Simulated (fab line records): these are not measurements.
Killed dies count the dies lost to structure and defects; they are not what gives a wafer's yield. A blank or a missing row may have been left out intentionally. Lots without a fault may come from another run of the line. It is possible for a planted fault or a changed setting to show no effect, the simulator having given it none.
Struck lot and sound lot, side by side    flow sky130    17 out of 708 route steps
Sound: wafers L177.2, L177.3, L177.6. The struck wafers were L168.2, L168.3, L168.6. The cause is given at the end.
Per side, at each step with rows, come the tool, then ch with its chambers, and then its first start. Under that, the readings that differ: sound wafers    struck wafers    difference of the means    sigmas: that difference in standard deviations of wafers without a fault.
alike: same words and numbers on both sides, and readings whose means sit less than 2 such deviations apart. not compared: any withheld reading, any reading some wafer has no value for, any bound like >300 that may hide the same value, and any number with overlapping values for which the record gives no deviation.
Wherever a step has rows on one side only, a row that says differs or no value, or a row with sigmas, the two part there. When numbers do not overlap yet have no deviation, they are printed without sigmas and do not part them. Lack of a reading on every wafer of one side parts them only where that side has two or more wafers.

first, 5 steps without rows for these wafers: SKY_SD_N_COAT_02 (resist thk 1140 nm); SKY_SD_N_SOFTBAKE_03 (time 60 s); SKY_SD_N_EXPOSE_04 (exposes mask NSDM, target cd 380 nm); SKY_SD_N_PEB_05; SKY_SD_N_DEVELOP_06 (develop time 60 s).
SKY_SD_N_CD_MEAS_07 targets a cd of 380 nm.
  sound on cd-sem-01 at day 33 21:08; struck on cd-sem-02 at day 31 05:16
  alike: cd-nm
SKY_SD_N_OVL_MEAS_08:
  sound on overlay-01 at day 33 21:15; struck on overlay-02 at day 31 05:22
  alike: SD_N_OVL
then, 2 steps without rows for these wafers: SKY_SD_N_IMPLANT_09; SKY_SD_N_IMPLANT_10.
SKY_SD_N_STRIP_11: strips in O2/N2.
  sound on plasma-asher-04 ch 0,1, day 33 21:35; struck on plasma-asher-03 ch 0,1, day 31 05:41
  alike: drypump-motor-current-A, o2-flow-sccm, oes-product-au, strip-time-to-endpoint-s
  not compared: rf-hours-counter-h
SKY_SD_N_TW_MEAS_12:
  sound on film-metro-01 at day 33 21:41; struck on film-metro-04 at day 31 05:48
reading  sound           struck          difference  sigmas
SD_N_TW  4004 4020 4007  3931 3909 3924  -89         -3
then, 1 step without rows for these wafers: SKY_SD_N_CLEAN_13 (cleans in SC1/SC2, time 150 s).
SKY_SD_N_RTA_14: time 2 s.
  sound on rtp-anneal-01 ch 0, day 33 21:49; struck on rtp-anneal-02 ch 0, day 31 05:55
reading             sound                 struck                difference  sigmas
lamp-power-pct (%)  15.75 15.82 15.78     16.41 16.51 16.39     +0.65       +12
wafer_temp_C_max    1078.0 1079.7 1078.2  1103.0 1101.2 1103.3  +23.9       +17
SKY_SD_N_RS_MEAS_16: the measuring method here is four-point-probe.
  sound on film-metro-04 at day 33 22:02; struck on film-metro-02 at day 31 06:06
reading           sound              struck             difference  sigmas
SD_N_RS (ohm/sq)  68.71 68.59 68.67  64.16 64.18 64.33  -4.43       -40
SKY_SD_N_RS_MEAS_17: the measuring method here is four-point-probe.
  sound on film-metro-04 at day 33 22:10; struck on film-metro-02 at day 31 06:13
reading           sound              struck             difference  sigmas
SD_P_RS (ohm/sq)  147.7 147.1 147.3  126.5 126.7 127.0  -20.6       -56
SKY_SD_N_RS_MEAS_18: the measuring method here is four-point-probe.
  sound on film-metro-04 at day 33 22:17; struck on film-metro-02 at day 31 06:20
reading                sound              struck             difference  sigmas
RES_XHIGH_RS (ohm/sq)  330.6 330.2 331.6  326.0 326.0 327.2  -4.4        -4
-- record jumps: 17 days separate the struck wafers' starts on either side; left off in module SD_N, taken up again in module PAD_OPEN, whose first shown step is the route's number 708 --
SKY_PAD_OPEN_PROBE_99:
  sound on prober-02 at day 50 01:25; struck on prober-01 at day 48 06:15
reading                               sound              struck             difference  sigmas
model.etest.res-xhigh-po.line-ohm-um  5328 5396 5445     4519 4606 4581     -821        
model.etest.res-xhigh-po.rs-ohm-sq    1867 1899 1906     1595 1642 1633     -267        
model.etest.pfet_01v8.r-on-ohm-um     2801 2865 2858     2611 2664 2651     -199        
model.etest.res-pdiff.line-ohm-um     1349 1397 1374     1139 1149 1160     -224        
model.etest.res-high-po.line-ohm-um   739.9 719.1 717.6  627.8 623.3 633    -97.5       
model.etest.licon-high-po.rc-ohm      340.7 349.8 350    274.6 279.8 272    -71.4       
model.etest.res-ndiff.line-ohm-um     753.4 764.8 764.9  698.8 703.5 704.9  -58.6       
  alike: killed_at_M0_to_M3, killed_at_M4_up, killed-at-contacts, killed-at-front-end, killed-at-other, killed-dies, killed-open, killed-short
  not compared: model.etest.pfet-g5v0d10v5.r-on-ohm-um

== WHERE THEY PART ==
Earliest at SKY_SD_N_TW_MEAS_12; latest, in this record, at SKY_SD_N_RS_MEAS_18. Later steps at which nothing parts them and some readings are alike: SKY_PAD_OPEN_PROBE_99.

WHY: the cause the simulator had injected
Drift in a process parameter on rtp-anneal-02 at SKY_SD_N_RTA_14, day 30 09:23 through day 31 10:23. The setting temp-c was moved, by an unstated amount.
